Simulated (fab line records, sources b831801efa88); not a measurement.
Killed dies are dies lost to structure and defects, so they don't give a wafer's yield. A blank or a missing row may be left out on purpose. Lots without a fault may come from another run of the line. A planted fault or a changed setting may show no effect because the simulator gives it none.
Chamber matching | flow gf180mcu | GF_STI_CMP_25 on cmp-01: 4 sister chambers
The step polishes, stops on Si3N4, t overpolish 33 s, target thk 524.6 nm. 14 wafers are shown with their chamber, then 7 later ones without.

WAFERS WITH THEIR CHAMBER
wafer  | chamber | motor_current_A (A) | time_to_endpoint_s (s)
L522.1 | 2       | 12.5                | 132
L522.4 | 3       | 9.7                 | 127
L522.5 | 0       | 11.2                | 125
L524.1 | 0       | 11.7                | 125
L524.2 | 1       | 11.5                | 123
L524.6 | 2       | 12.4                | 134
L526.3 | 1       | 11.8                | 129
L526.5 | 1       | 11.2                | 130
L526.6 | 0       | 11.5                | 129
L527.1 | 2       | 12.9                | 133
L527.2 | 1       | 11.9                | 126
L527.6 | 0       | 11.5                | 128
L530.1 | 1       | 11.6                | 115
L530.4 | 3       | 9.8                 | 121

SIGNATURES (means of the wafers above)
reading            | chamber 0 | chamber 1 | chamber 2 | chamber 3 | scatter within a chamber
motor_current_A    | 11.475    | 11.600    | 12.600    | 9.750     | 0.239
time_to_endpoint_s | 126.75    | 124.60    | 133.00    | 124.00    | 4.22
Rule: a wafer's distance from a chamber is the root of the sum, over the readings, of the square of ((its reading less the chamber's mean) divided by the reading's scatter). The wafer belongs to the nearest chamber; if the next one is less than 2 further off, it can't be placed. The scatter: the root of (the sum of the squares of (reading less its chamber's mean) over the shown wafers, divided by (wafers less chambers)).

WAFERS WITHOUT THEIR CHAMBER
wafer  | motor_current_A (A) | time_to_endpoint_s (s)
L530.5 | 12.0                | 114
L531.4 | 11.1                | 115
L531.5 | 11.0                | 117
L531.6 | 11.9                | 115
L532.1 | 10.5                | 116
L532.2 | 11.6                | 117
L532.6 | 11.9                | 115

WHICH CHAMBER EACH WENT THROUGH
wafer  | from the rows above          | in truth
L530.5 | can't be placed: 1 or 0      | 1
L531.4 | can't be placed: 1 or 0      | 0
L531.5 | can't be placed: 0 or 1      | 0
L531.6 | can't be placed: 1 or 0      | 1
L532.1 | can't be placed: 3 or 0 or 1 | 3
L532.2 | can't be placed: 1 or 0      | 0
L532.6 | can't be placed: 1 or 0      | 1
Placed correctly: 0 of 7. Can't be placed from these rows: 7 (the true chamber is among the candidates in 7). Placed wrongly: 0.
